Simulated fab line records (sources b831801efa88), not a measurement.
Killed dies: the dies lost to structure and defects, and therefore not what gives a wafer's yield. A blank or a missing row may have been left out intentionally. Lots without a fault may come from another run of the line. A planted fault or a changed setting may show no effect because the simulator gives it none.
Which tool is to blame? | flow gf180mcu | Sampling: 13 lots, 39 wafers, 4 of 602 route steps

## WHAT THE GAUGES READ, wafer by wafer
GF_TOP_METAL_RS_MEAS_05: a four-point-probe measurement.
lot  | measured     | on            | TOP_METAL_ALCU_RS (ohm/sq)
L409 | day 27 08:55 | film metro-02 | 0.0332 0.0328 0.0331
L410 | day 27 17:16 | film metro-04 | 0.0321 0.0323 0.0323
L412 | day 28 02:29 | film metro-03 | 0.0324 0.0324 0.0325
L411 | day 28 03:23 | film metro-02 | 0.0326 0.0327 0.0329
L413 | day 28 18:30 | film metro-04 | 0.0326 0.0324 0.0326
L416 | day 29 04:43 | film metro-02 | 0.0332 0.0331 0.0330
L421 | day 30 21:09 | film metro-03 | 0.0326 0.0321 0.0329
L424 | day 31 12:58 | film metro-02 | 0.0326 0.0323 0.0322
L426 | day 32 04:37 | film metro-03 | 0.0326 0.0326 0.0325
L429 | day 33 04:20 | film metro-03 | 0.0326 0.0327 0.0327
L431 | day 33 12:01 | film metro-03 | 0.0334 0.0332 0.0331
L430 | day 33 13:07 | film metro-04 | 0.0330 0.0331 0.0330
L432 | day 33 20:19 | film metro-04 | 0.0325 0.0323 0.0322

GF_TOP_METAL_CD_MEAS_14 targets a cd of 440 nm.
lot  | measured     | on        | cd nm (nm)
L409 | day 28 05:25 | cd sem-01 | 437.1 439.3 439.5
L410 | day 28 12:43 | cd sem-01 | 444.0 441.3 442.4
L412 | day 28 21:36 | cd sem-02 | 440.9 439.2 439.3
L411 | day 28 22:49 | cd sem-01 | 439.8 438.4 439.8
L413 | day 29 13:14 | cd sem-01 | 441.7 440.6 442.1
L416 | day 30 00:12 | cd sem-02 | 436.2 437.5 439.6
L421 | day 31 14:04 | cd sem-02 | 440.4 440.8 440.5
L424 | day 32 05:20 | cd sem-01 | 441.6 439.9 440.8
L426 | day 32 20:55 | cd sem-02 | 440.4 440.0 441.1
L429 | day 33 19:11 | cd sem-02 | 439.9 438.9 441.0
L431 | day 34 02:37 | cd sem-01 | 439.8 440.2 440.5
L430 | day 34 04:26 | cd sem-01 | 439.1 439.5 440.3
L432 | day 34 11:04 | cd sem-02 | 440.6 439.8 440.4

## WHICH TOOL RAN EACH LOT (tool, then ch and the chambers of the sampled wafers, then the start)
lot  | GF_M4_SPUTTER_01             | GF_MIM_SPUTTER_02
L409 | pvd sputter-04, day 22 13:56 | pvd sputter-01, day 24 13:50
L410 | pvd sputter-01, day 22 20:47 | pvd sputter-04, day 24 20:57
L412 | pvd sputter-04, day 23 07:35 | pvd sputter-01, day 25 07:24
L411 | pvd sputter-03, day 23 08:14 | pvd sputter-04, day 25 07:44
L413 | pvd sputter-04, day 24 00:05 | pvd sputter-02, day 26 00:21
L416 | pvd sputter-03, day 24 14:11 | pvd sputter-01, day 26 12:08
L421 | pvd sputter-03, day 26 11:11 | pvd sputter-01, day 28 08:58
L424 | pvd sputter-04, day 27 07:32 | pvd sputter-01, day 29 02:36
L426 | pvd sputter-04, day 28 02:25 | pvd sputter-04, day 29 19:58
L429 | pvd sputter-01, day 29 06:17 | pvd sputter-02, day 30 22:17
L431 | pvd sputter-04, day 29 16:27 | pvd sputter-02, day 31 07:09
L430 | pvd sputter-04, day 29 18:11 | pvd sputter-04, day 31 09:08
L432 | pvd sputter-03, day 29 23:20 | pvd sputter-01, day 31 14:50
- GF_M4_SPUTTER_01: material TiN, target thk 30 nm, time 25 s.
- GF_MIM_SPUTTER_02: material AlCu, target thk 450 nm, time 23.9 s.

## WHAT THE TOOLS THEMSELVES READ (means of the sampled wafers that have a number; where no wafer has one, the mark that the record gives instead)
GF_M4_SPUTTER_01.
lot  | tool           | throttle valve pct (%)
L409 | pvd sputter-04 | 28.8
L410 | pvd sputter-01 | 30.3
L412 | pvd sputter-04 | 29.6
L411 | pvd sputter-03 | 30.5
L413 | pvd sputter-04 | 29.0
L416 | pvd sputter-03 | 30.6
L421 | pvd sputter-03 | 30.5
L424 | pvd sputter-04 | 29.0
L426 | pvd sputter-04 | 29.8
L429 | pvd sputter-01 | 30.7
L431 | pvd sputter-04 | 29.0
L430 | pvd sputter-04 | 29.0
L432 | pvd sputter-03 | 29.5

GF_MIM_SPUTTER_02.
lot  | tool           | throttle valve pct (%)
L409 | pvd sputter-01 | 30.2
L410 | pvd sputter-04 | 29.0
L412 | pvd sputter-01 | 30.6
L411 | pvd sputter-04 | 28.6
L413 | pvd sputter-02 | 30.3
L416 | pvd sputter-01 | 28.3
L421 | pvd sputter-01 | 30.9
L424 | pvd sputter-01 | 30.7
L426 | pvd sputter-04 | 29.1
L429 | pvd sputter-02 | 31.0
L431 | pvd sputter-02 | 30.3
L430 | pvd sputter-04 | 29.6
L432 | pvd sputter-01 | 31.3

## THE ANSWER, worked out from the rows above alone
Rule: the usual values come from the lots themselves. The widest of any qualifying gaps counts: lots, ordered by their means at a reading, are off when they make up no more than a third of the lots, leave a main group of 4 or more, and stand apart from it by 3 or more times the standard deviation of that group's means. A main group whose means are all the same, to the digits that the tables above print for the reading, isn't used. A lot without any number at a reading at which 4 lots or more have one is off too. Where the step has rows for the other lots, those lots are counted as sound. After the gauges, taken in route order, come the tools' own readings; for these a lot's mean is taken, as printed above. The first step at which some lot is off is used, and at that step the reading that is off furthest; a lot without a number counts as furthest.
No lot is off at any reading shown: from this, nothing can be told.

## WHAT THE SIMULATOR HAD INSERTED
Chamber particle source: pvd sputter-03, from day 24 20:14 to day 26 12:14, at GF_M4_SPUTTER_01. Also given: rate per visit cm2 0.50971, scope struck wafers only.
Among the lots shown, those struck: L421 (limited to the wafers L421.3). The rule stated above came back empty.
